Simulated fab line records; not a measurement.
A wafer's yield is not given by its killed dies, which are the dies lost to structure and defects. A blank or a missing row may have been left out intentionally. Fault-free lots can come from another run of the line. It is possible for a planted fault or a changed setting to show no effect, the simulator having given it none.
The same fault as seen by 2 desks :: flow sky130 :: each desk holds nothing but its own numbers, with what lay behind them at the end

FOR THE TOOL OWNER'S DESK: rie-metal-04
The tool's own readings at SKY_METAL1_METAL_ETCH_19 (etches the open film in Cl2/BCl3, stops on SiO2, target depth 360 nm, time 78 s): means of the sampled wafers that have a number, for each lot that ran on this tool. A lot is out of limits, marked OUT, if its mean lies more than 4 standard deviations from the usual mean; the brackets give that distance.
Columns: A = drypump-motor-current-A at SKY_METAL1_METAL_ETCH_19, usual 6.3 A; B = oes-product-au at SKY_METAL1_METAL_ETCH_19, usual 0.855 a.u.; C = throttle-valve-pct at SKY_METAL1_METAL_ETCH_19, usual 22.265 %
lot: L408
first seen here: day 33 00:13
A: 6.5
B: 0.855
C: 22.265

lot: L409
first seen here: day 33 09:07
A: 6.5
B: 0.855
C: 22.262

lot: L420
first seen here: day 37 00:31
A: 6.6
B: 0.828 (-4.3) OUT
C: 22.264

lot: L421
first seen here: day 37 04:51
A: 6.4
B: 0.807 (-7.6) OUT
C: 22.267

lot: L422
first seen here: day 37 17:25
A: 6.7
B: 0.804 (-8.0) OUT
C: 22.270
This desk's finding: out of limits on L420, L421, L422; first on L420, day 37 00:31 (oes-product-au at SKY_METAL1_METAL_ETCH_19). Within limits: L408, L409.

FROM THE METROLOGY DESK
Lot by lot, what the gauges showed, no matter which tool ran the lot: averages of those sampled wafers that carry a number. A lot is out of limits, marked OUT, if its mean lies more than 4 standard deviations from the usual mean; the brackets give that distance.
Columns: A = SD_P_TW at SKY_SD_P_TW_MEAS_11, usual 2806; B = VIA1_HDPCVD_THK at SKY_VIA1_THK_MEAS_01, usual 1032 nm
lot: L408
first seen here: day 25 18:54
A: 2817
B: 1033

lot: L409
first seen here: day 26 01:59
A: 2800
B: 1037

lot: L411
first seen here: day 27 05:30
A: 2815
B: 1019

lot: L413
first seen here: day 27 15:40
A: 2798
B: 1048

lot: L415
first seen here: day 28 05:23
A: 2804
B: 1036

lot: L416
first seen here: day 28 17:38
A: 2813
B: 1040

lot: L420
first seen here: day 30 01:13
A: 2816
B: 1025

lot: L421
first seen here: day 30 07:13
A: 2794
B: 1024

lot: L422
first seen here: day 30 20:24
A: 2797
B: 1036

lot: L425
first seen here: day 32 01:48
A: 2787
B: 1026

lot: L427
first seen here: day 32 11:46
A: 2805
B: 1022

lot: L428
first seen here: day 32 17:22
A: 2812
B: 1039
This desk's finding: nothing out of limits on any of the 12 lots.

PUT TOGETHER
At day 37 00:31, on L420, L421, L422, the tool owner's desk was in a position to raise an alarm.
At the metrology desk, nothing out of limits was observed.
The metrology desk holds a record of L420, L421, L422, inside its limits.
On rie-metal-04, each named lot ran SKY_METAL1_METAL_ETCH_19.

WHAT THE SIMULATOR PUT IN
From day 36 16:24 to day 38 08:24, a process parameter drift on rie-metal-04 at SKY_METAL1_METAL_ETCH_19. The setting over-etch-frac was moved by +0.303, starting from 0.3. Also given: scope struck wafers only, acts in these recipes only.
Lots struck among those shown: L420, L421, L422.
Delay in hours, fault start to first out-of-limits reading, by desk: the tool owner's desk at 8.
